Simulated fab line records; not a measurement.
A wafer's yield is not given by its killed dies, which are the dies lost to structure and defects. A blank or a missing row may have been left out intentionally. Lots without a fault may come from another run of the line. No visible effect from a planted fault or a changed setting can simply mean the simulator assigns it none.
A lot that was struck, set against a sound lot | flow sky130 | 18 steps out of a route of 708
Sound: the wafers L770.1, L770.4, L770.5. Struck: wafer L765.6. (L765.1, L765.5 of the same lot were not struck and are left out.) The cause comes at the end.
Per side, at each step with rows, come the tool, then ch with its chambers, and then its first start. Under that, the readings that differ: sound wafers | struck wafers | difference of the means | sigmas: that difference in standard deviations of wafers without a fault.
alike: same words and numbers on both sides, and readings whose means sit less than 2 such deviations apart. not compared: any withheld reading, any reading some wafer has no value for, any bound like >300 that may hide the same value, and any number with overlapping values for which the record gives no deviation.
Wherever a step has rows on one side only, a row that says differs or no value, or a row with sigmas, the two part there. Numbers that have no deviation but don't overlap get no sigmas and don't part them. A reading missing from all wafers of one side parts the sides only when that side holds two or more wafers.

first, 5 steps without rows for these wafers: SKY_VIA4_COAT_06 (resist thk 1140 nm); SKY_VIA4_SOFTBAKE_07 (time 60 s); SKY_VIA4_EXPOSE_08 (exposes mask VIM4, target cd 800 nm); SKY_VIA4_PEB_09; SKY_VIA4_DEVELOP_10 (develop time 57.7 s).
SKY_VIA4_OVL_MEAS_11:
  sound on overlay-01, day 47 04:35; struck on overlay-01, day 45 22:02
  alike: VIA4_OVL
SKY_VIA4_ETCH_12: etches SiO2 in C4F8/O2/Ar, stops on TiN, target depth 580 nm.
  sound on rie_diel-01 ch 2,3, day 47 04:37; struck on rie_diel-03 ch 3, day 45 22:04
  alike: oes_product_au
SKY_VIA4_STRIP_13: strips in O2/N2.
  sound on plasma_asher-04 ch 0,1, day 47 04:42; struck on plasma_asher-02 ch 1, day 45 22:09
  alike: drypump_motor_current_A, oes_product_au, strip_time_to_endpoint_s
  not compared: rf_hours_counter_h
then, 3 steps without rows for these wafers: SKY_VIA4_STRIP_14 (strips in post etch residue remover, time 1200 s); SKY_VIA4_CLEAN_15 (cleans in IPA, time 180 s); SKY_VIA4_CLEAN_16 (cleans in O3/DIW).
SKY_VIA4_SPUTTER_17: material TiN, target thk 20 nm, time 80 s.
  sound on pvd_sputter-04, day 47 05:23; struck on pvd_sputter-04, day 45 22:44
  alike: throttle_valve_pct
SKY_VIA4_CVD_18: deposits W, target thk 505 nm, time 152.14 s.
  sound on cvd_w-01 ch 1, day 47 05:26; struck on cvd_w-02 ch 0, day 45 22:48
  reading                            | sound             | struck | difference | sigmas
  model.W_of_VIA4_CVD_18.thk_nm (nm) | 513.5 507.8 509.2 | 328.8  | -181.4     |
  alike: heater_power_outer_w, heater_power_w, susceptor_temp_C
SKY_VIA4_RS_MEAS_19: the measuring method here is four-point-probe.
  sound on film_metro-02, day 47 05:35; struck on film_metro-04, day 45 22:58
  reading            | sound             | struck | difference | sigmas
  VIA4_W_RS (ohm/sq) | 0.223 0.226 0.225 | 0.349  | +0.124     | +37
SKY_VIA4_THK_MEAS_20: measures by xrf.
  sound on film_metro-02, day 47 05:43; struck on film_metro-04, day 45 23:05
  reading         | sound       | struck | difference | sigmas
  VIA4_W_THK (nm) | 493 488 488 | 320    | -170       | -21
SKY_VIA4_CMP_21: polishes, stops on SiO2, t overpolish 25 s, target thk 0 nm.
  sound on cmp-02 ch 0,2,3, day 47 05:46; struck on cmp-01 ch 1, day 45 23:14
  reading                    | sound             | struck | difference | sigmas
  slurry_filter_dp_kPa (kPa) | 13.78 13.45 13.53 | 13.30  | -0.29      | -2
  time_to_endpoint_s (s)     | 128 120 130       | 86     | -40        | -8
  alike: motor_current_A
SKY_METAL5_SPUTTER_00: material Ti, target thk 15 nm, time 10 s.
  sound on pvd_sputter-04, day 47 06:04; struck on pvd_sputter-04, day 45 23:26
  alike: throttle_valve_pct
-- the record jumps here: 3 days lie between the struck wafers' starts before and after (it left off in module METAL5 and takes up again in module PAD_OPEN, whose first step shown is number 708 of the route) --
SKY_PAD_OPEN_PROBE_99:
  sound on prober-02, day 49 18:36; struck on prober-02, day 48 14:23
  alike: defect_limited_yield, killed_at_M0_to_M3, killed_at_M4_up, killed_at_contacts, killed_at_front_end, killed_at_other, killed_dies, killed_open, killed_short, sort_bin_3_pad_short, sort_bin_5_function, sort_bin_6_memory, sort_n_pass, sort_yield_pct

## WHERE THEY PART
Earliest at SKY_VIA4_RS_MEAS_19; latest, in this record, at SKY_VIA4_CMP_21. Later steps at which nothing parts them and some readings are alike: SKY_METAL5_SPUTTER_00, SKY_PAD_OPEN_PROBE_99.

WHY: what the simulator had put in
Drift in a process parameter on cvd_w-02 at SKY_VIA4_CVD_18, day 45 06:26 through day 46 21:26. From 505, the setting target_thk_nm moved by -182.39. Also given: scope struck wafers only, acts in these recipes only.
